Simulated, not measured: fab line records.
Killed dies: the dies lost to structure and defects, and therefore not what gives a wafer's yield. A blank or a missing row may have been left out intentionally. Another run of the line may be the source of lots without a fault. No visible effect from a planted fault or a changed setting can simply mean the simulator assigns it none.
fab line records -- flow gf180mcu
record lots=13, wafers=39, lastDay=34
route steps=602 shown VT_IMPLANT@109 V3@430 M4@460
lots with no fault: from the same line, run without faults
startH: hours from the record's opening day to when the first of the lot's shown wafers began -- waitH: how many hours have passed since the lot's step before this one -- " the same as in the row above -- L1.1+2: a single row standing in for several wafers -- - no value, or no start given -- * or withheld: withheld -- < > ~ a bound
route shown NAME@n: NAME is a module with steps in the file, n the number in the route of the first one -- usual: the fault-free wafers' mean and standard deviation -- same: alike in all rows -- chamber/n: place in a boat -- sites: each site's reading -- _std_site: standard deviation of those values -- _edge_site: outer sites' mean less inner sites' -- radiusMm: for every site, how far away it sits from the centre of the wafer -- mask NAME#n: copy n -- behind: the tool/chamber that last shaped the wafer -- hold: reason for holding the lot/hours on hold/outcome of the hold -- device: which transistor (n, p or np) failed to switch -- end of line: tests of these same wafers at the route's end -- a step given without rows: its recipe and nothing more -- killed: the dies lost at the first sort to structure and to defects; this is not the yield of the wafer -- map: the dies of a wafer, with x for killed, . for not killed, _ for no die there
set.NAME: the setting the step ran with; set.NAME@STEP: the setting that earlier step ran with -- model.NAME: the simulator's own value behind a step, which no gauge read
a sample of lots followed through the steps of the route, with each step as a table and each wafer as a row
services: the hour from which a tool's chamber was out of use, counted from the record's first day as startH (under 0 if before that day), plus the number of hours and why
## steps
# step GF_VT_IMPLANT_IMPLANT_19
# recipe species=As, energyKev=100, doseCm2=4.35e+12, tiltDeg=7
# usual beamEnergyKeV=99.995/0.028, tiltDeg=7.003/0.018
lot.wafer,tool,chamber,startH,waitH,beamEnergyKeV,tiltDeg
L195.3,implanter-04,0,129.22,0.1,100.03,7.004
L195.4,implanter-04,0,129.22,0.1,100.02,7.001
L195.6,implanter-04,0,129.22,0.1,100.01,6.992
L196.1,implanter-03,0,132.19,0.0,100.01,6.979
L196.2,implanter-03,0,132.19,0.0,100.06,6.993
L196.4,implanter-03,0,132.19,0.0,100.05,6.975
L197.1,implanter-02,0,138.63,0.0,99.972,7.013
L197.3,implanter-02,0,138.63,0.0,99.968,7.020
L197.4,implanter-02,0,138.63,0.0,99.982,7.036
L199.2,implanter-02,0,153.80,0.0,100.00,6.998
L199.4,implanter-02,0,153.80,0.0,99.984,6.981
L199.5,implanter-02,0,153.80,0.0,99.934,6.990
L201.1,implanter-04,0,163.99,0.0,99.966,7.003
L201.2,implanter-04,0,163.99,0.0,99.958,6.995
L201.5,implanter-04,0,163.99,0.0,99.986,7.035
L202.1,implanter-02,0,170.64,0.0,99.962,6.994
L202.5,implanter-02,0,170.64,0.0,100.00,7.021
L202.6,implanter-02,0,170.64,0.0,99.985,7.022
L203.1,implanter-02,0,174.72,0.0,99.963,7.013
L203.4,implanter-02,0,174.72,0.0,99.997,6.996
L203.5,implanter-02,0,174.72,0.0,99.980,7.030
L204.2,implanter-03,0,183.20,0.0,99.975,6.999
L204.4,implanter-03,0,183.20,0.0,100.01,7.014
L204.6,implanter-03,0,183.20,0.0,99.970,7.033
L205.3,implanter-03,0,190.42,0.1,99.997,6.976
L205.4,implanter-03,0,190.42,0.1,100.02,7.019
L205.6,implanter-03,0,190.42,0.1,100.04,6.981
L206.4,implanter-02,0,197.49,0.2,100.01,7.010
L206.5,implanter-02,0,197.49,0.2,100.05,6.976
L206.6,implanter-02,0,197.49,0.2,100.01,7.004
L213.1,implanter-03,0,242.59,0.0,97.061,6.983
L213.5,implanter-03,0,242.59,0.0,97.113,6.994
L213.6,implanter-03,0,242.59,0.0,97.073,6.980
L215.3,implanter-03,0,253.02,0.1,97.088,7.022
L215.4,implanter-03,0,253.02,0.1,97.126,7.033
L215.5,implanter-03,0,253.02,0.1,97.111,6.990
L218.2,implanter-02,0,277.77,0.0,100.01,6.979
L218.3,implanter-02,0,277.77,0.0,100.01,7.009
L218.5,implanter-02,0,277.77,0.0,100.01,6.979
# step GF_VT_IMPLANT_TW_MEAS_21
# usual VT_IMPLANT_2_TW=1219/5.3
lot.wafer,tool,chamber,startH,waitH,hold,VT_IMPLANT_2_TW
L195.3,filmMetro-04,-,129.44,0.1,-,1226
L195.4,filmMetro-04,-,129.44,0.1,-,1231
L195.6,filmMetro-04,-,129.44,0.1,-,1223
L196.1,filmMetro-02,-,132.44,0.1,-,1215
L196.2,filmMetro-02,-,132.44,0.1,-,1214
L196.4,filmMetro-02,-,132.44,0.1,-,1220
L197.1,filmMetro-04,-,138.88,0.1,-,1224
L197.3,filmMetro-04,-,138.88,0.1,-,1225
L197.4,filmMetro-04,-,138.88,0.1,-,1219
L199.2,filmMetro-01,-,154.03,0.1,-,1223
L199.4,filmMetro-01,-,154.03,0.1,-,1226
L199.5,filmMetro-01,-,154.03,0.1,-,1227
L201.1,filmMetro-02,-,164.24,0.1,-,1211
L201.2,filmMetro-02,-,164.24,0.1,-,1216
L201.5,filmMetro-02,-,164.24,0.1,-,1215
L202.1,filmMetro-02,-,170.94,0.1,-,1218
L202.5,filmMetro-02,-,170.94,0.1,-,1213
L202.6,filmMetro-02,-,170.94,0.1,-,1225
L203.1,filmMetro-02,-,174.97,0.1,-,1222
L203.4,filmMetro-02,-,174.97,0.1,-,1227
L203.5,filmMetro-02,-,174.97,0.1,-,1222
L204.2,filmMetro-04,-,183.43,0.1,-,1219
L204.4,filmMetro-04,-,183.43,0.1,-,1217
L204.6,filmMetro-04,-,183.43,0.1,-,1216
L205.3,filmMetro-04,-,190.64,0.1,-,1219
L205.4,filmMetro-04,-,190.64,0.1,-,1223
L205.6,filmMetro-04,-,190.64,0.1,-,1220
L206.4,filmMetro-01,-,197.77,0.1,-,1223
L206.5,filmMetro-01,-,197.77,0.1,-,1222
L206.6,filmMetro-01,-,197.77,0.1,-,1224
L213.1,filmMetro-04,-,242.84,0.1,-,1212
L213.5,filmMetro-04,-,242.84,0.1,-,1217
L213.6,filmMetro-04,-,242.84,0.1,-,1212
L215.3,filmMetro-02,-,253.24,0.1,awaitDispo/0.2h/release,1202
L215.4,filmMetro-02,-,253.24,0.1,awaitDispo/0.2h/release,1197
L215.5,filmMetro-02,-,253.24,0.1,awaitDispo/0.2h/release,1204
L215.3,filmMetro-02,-,253.47,0.2,-,1194
L215.4,filmMetro-02,-,253.47,0.2,-,1202
L215.5,filmMetro-02,-,253.47,0.2,-,1191
L218.2,filmMetro-02,-,278.00,0.1,-,1213
L218.3,filmMetro-02,-,278.00,0.1,-,1214
L218.5,filmMetro-02,-,278.00,0.1,-,1217
# step GF_V3_THK_MEAS_01
# recipe reads=SiO2_of_V3_CVD_00
# usual V3_CVD_00_THK=600/5.9
lot.wafer,tool,chamber,startH,waitH,V3_CVD_00_THK[nm]
L195.3,filmMetro-01,-,490.57,0.1,605
L195.4,filmMetro-01,-,490.57,0.1,603
L195.6,filmMetro-01,-,490.57,0.1,609
L196.1,filmMetro-02,-,500.46,0.0,600
L196.2,filmMetro-02,-,500.46,0.0,595
L196.4,filmMetro-02,-,500.46,0.0,593
L197.1,filmMetro-01,-,513.57,0.0,607
L197.3,filmMetro-01,-,513.57,0.0,595
L197.4,filmMetro-01,-,513.57,0.0,600
L199.2,filmMetro-01,-,538.15,0.0,604
L199.4,filmMetro-01,-,538.15,0.0,611
L199.5,filmMetro-01,-,538.15,0.0,609
L201.1,filmMetro-03,-,548.57,0.0,605
L201.2,filmMetro-03,-,548.57,0.0,590
L201.5,filmMetro-03,-,548.57,0.0,593
L202.1,filmMetro-02,-,552.72,0.0,602
L202.5,filmMetro-02,-,552.72,0.0,603
L202.6,filmMetro-02,-,552.72,0.0,598
L203.1,filmMetro-02,-,556.68,0.0,599
L203.4,filmMetro-02,-,556.68,0.0,601
L203.5,filmMetro-02,-,556.68,0.0,595
L204.2,filmMetro-01,-,565.75,0.0,599
L204.4,filmMetro-01,-,565.75,0.0,591
L204.6,filmMetro-01,-,565.75,0.0,595
L205.3,filmMetro-01,-,579.02,0.1,598
L205.4,filmMetro-01,-,579.02,0.1,592
L205.6,filmMetro-01,-,579.02,0.1,587
L206.4,filmMetro-03,-,587.40,0.0,603
L206.5,filmMetro-03,-,587.40,0.0,595
L206.6,filmMetro-03,-,587.40,0.0,602
L213.1,filmMetro-03,-,637.61,0.0,599
L213.5,filmMetro-03,-,637.61,0.0,598
L213.6,filmMetro-03,-,637.61,0.0,604
L215.3,filmMetro-01,-,651.29,0.1,606
L215.4,filmMetro-01,-,651.29,0.1,608
L215.5,filmMetro-01,-,651.29,0.1,604
L218.2,filmMetro-01,-,674.38,0.0,601
L218.3,filmMetro-01,-,674.38,0.0,604
L218.5,filmMetro-01,-,674.38,0.0,604
# step GF_V3_SPUTTER_22
# recipe material=TiN, targetThkNm=10, chamberPressurePa=5, powerW=4000, timeS=40
# usual throttleValvePct=30.0/1.2
lot.wafer,tool,chamber,startH,waitH,throttleValvePct
L195.3,pvdSputter-01,-,515.27,0.0,31.8
L195.4,pvdSputter-01,-,515.27,0.0,27.6
L195.6,pvdSputter-01,-,515.27,0.0,29.3
L196.1,pvdSputter-03,-,525.06,0.0,30.6
L196.2,pvdSputter-03,-,525.06,0.0,30.1
L196.4,pvdSputter-03,-,525.06,0.0,31.2
L197.1,pvdSputter-02,-,538.59,0.0,28.8
L197.3,pvdSputter-02,-,538.59,0.0,32.1
L197.4,pvdSputter-02,-,538.59,0.0,29.0
L199.2,pvdSputter-01,-,561.74,0.0,27.9
L199.4,pvdSputter-01,-,561.74,0.0,31.8
L199.5,pvdSputter-01,-,561.74,0.0,29.6
L201.1,pvdSputter-02,-,572.29,0.0,29.2
L201.2,pvdSputter-02,-,572.29,0.0,29.1
L201.5,pvdSputter-02,-,572.29,0.0,29.1
L202.1,pvdSputter-03,-,575.45,0.0,30.4
L202.5,pvdSputter-03,-,575.45,0.0,31.4
L202.6,pvdSputter-03,-,575.45,0.0,29.7
L203.1,pvdSputter-02,-,580.54,0.0,29.2
L203.4,pvdSputter-02,-,580.54,0.0,32.2
L203.5,pvdSputter-02,-,580.54,0.0,30.0
L204.2,pvdSputter-02,-,589.25,0.0,28.8
L204.4,pvdSputter-02,-,589.25,0.0,29.1
L204.6,pvdSputter-02,-,589.25,0.0,29.1
L205.3,pvdSputter-01,-,601.66,0.0,27.8
L205.4,pvdSputter-01,-,601.66,0.0,27.9
L205.6,pvdSputter-01,-,601.66,0.0,31.7
L206.4,pvdSputter-02,-,610.29,0.0,30.1
L206.5,pvdSputter-02,-,610.29,0.0,29.0
L206.6,pvdSputter-02,-,610.29,0.0,28.9
L213.1,pvdSputter-03,-,658.89,0.0,31.4
L213.5,pvdSputter-03,-,658.89,0.0,29.9
L213.6,pvdSputter-03,-,658.89,0.0,30.0
L215.3,pvdSputter-03,-,672.11,0.0,30.1
L215.4,pvdSputter-03,-,672.11,0.0,30.3
L215.5,pvdSputter-03,-,672.11,0.0,30.0
L218.2,pvdSputter-03,-,694.64,0.0,30.3
L218.3,pvdSputter-03,-,694.64,0.0,29.9
L218.5,pvdSputter-03,-,694.64,0.0,30.3
# step GF_M4_SPUTTER_04
# recipe material=TiN, targetThkNm=50, powerW=6500, timeS=41.7, chamberPressurePa=0.4
# usual throttleValvePct=29.7/1.5
lot.wafer,tool,chamber,startH,waitH,throttleValvePct
L195.3,pvdSputter-02,-,516.08,0.0,32.1
L195.4,pvdSputter-02,-,516.08,0.0,28.9
L195.6,pvdSputter-02,-,516.08,0.0,29.0
L196.1,pvdSputter-01,-,525.87,0.0,28.0
L196.2,pvdSputter-01,-,525.87,0.0,28.5
L196.4,pvdSputter-01,-,525.87,0.0,29.3
L197.1,pvdSputter-02,-,539.40,0.0,32.1
L197.3,pvdSputter-02,-,539.40,0.0,28.8
L197.4,pvdSputter-02,-,539.40,0.0,29.9
L199.2,pvdSputter-01,-,562.58,0.0,31.5
L199.4,pvdSputter-01,-,562.58,0.0,27.8
L199.5,pvdSputter-01,-,562.58,0.0,27.5
L201.1,pvdSputter-04,-,573.10,0.0,27.8
L201.2,pvdSputter-04,-,573.10,0.0,31.2
L201.5,pvdSputter-04,-,573.10,0.0,31.3
L202.1,pvdSputter-01,-,576.26,0.0,31.6
L202.5,pvdSputter-01,-,576.26,0.0,31.8
L202.6,pvdSputter-01,-,576.26,0.0,29.4
L203.1,pvdSputter-01,-,581.36,0.0,29.4
L203.4,pvdSputter-01,-,581.36,0.0,27.7
L203.5,pvdSputter-01,-,581.36,0.0,28.4
L204.2,pvdSputter-01,-,590.06,0.0,31.6
L204.4,pvdSputter-01,-,590.06,0.0,28.2
L204.6,pvdSputter-01,-,590.06,0.0,28.2
L205.3,pvdSputter-04,-,602.74,0.0,31.6
L205.4,pvdSputter-04,-,602.74,0.0,31.2
L205.6,pvdSputter-04,-,602.74,0.0,28.0
L206.4,pvdSputter-01,-,611.10,0.0,29.5
L206.5,pvdSputter-01,-,611.10,0.0,31.7
L206.6,pvdSputter-01,-,611.10,0.0,29.4
L213.1,pvdSputter-01,-,659.70,0.0,28.2
L213.5,pvdSputter-01,-,659.70,0.0,29.5
L213.6,pvdSputter-01,-,659.70,0.0,28.2
L215.3,pvdSputter-04,-,672.92,0.0,31.6
L215.4,pvdSputter-04,-,672.92,0.0,31.4
L215.5,pvdSputter-04,-,672.92,0.0,27.8
L218.2,pvdSputter-02,-,695.46,0.0,28.9
L218.3,pvdSputter-02,-,695.46,0.0,28.7
L218.5,pvdSputter-02,-,695.46,0.0,31.9
## services
tool,chamber,startH,hours,kind
implanter-02,-,255.26,4.7,pm
pvdSputter-01,-,260.15,7.8,repair
implanter-03,-,307.52,14.4,repair
implanter-03,-,336.97,3.1,pm
implanter-03,-,342.56,1.4,repair
implanter-03,-,353.51,2.8,repair
pvdSputter-03,-,358.02,9.9,repair
pvdSputter-02,-,374.29,1.5,repair
implanter-02,-,377.49,3.0,repair
implanter-02,-,467.07,3.2,repair
implanter-03,-,489.14,5.4,repair
pvdSputter-02,-,500.35,3.0,repair
pvdSputter-02,-,532.79,3.6,repair
pvdSputter-03,-,541.90,1.8,repair
implanter-03,-,549.74,1.9,repair
pvdSputter-01,-,554.94,5.0,repair
pvdSputter-02,-,561.35,1.7,repair
pvdSputter-03,-,578.31,3.4,repair
implanter-02,-,586.83,2.2,repair
pvdSputter-03,-,586.93,3.3,repair
implanter-02,-,596.83,1.2,repair
pvdSputter-03,-,597.19,5.2,repair
pvdSputter-03,-,612.64,1.7,repair
implanter-03,-,633.21,3.8,repair
## key
firstSign step=GF_VT_IMPLANT_IMPLANT_19, reading=beamEnergyKeV, direction=down, sigmas=99+, usual=99.995, struck=97.095
effect step=GF_VT_IMPLANT_TW_MEAS_21, reading=visit, direction=added
metAt GF_VT_IMPLANT_IMPLANT_19
struckLots L213,L215
testerLeftOut L213,L215
notActingAt GF_V3_THK_MEAS_01,GF_V3_SPUTTER_22,GF_M4_SPUTTER_04
onsetBetween 190.42 242.59
fault kind=processParameterDrift, tool=implanter-03, chamber=-, onsetH=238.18, steps=GF_VT_IMPLANT_IMPLANT_19, channel=energyKev, offset=-2.9129, shape=step, endH=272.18, actsIn=theseRecipesOnly, stated=100
# testerLeftOut: of these lots the tester's yield and bins aren't shown, on N5 and GAA mostly nor the transistor test; their killed dies are dies lost to structure and defects alone, not to doping, threshold or leakage, so they don't give the yield
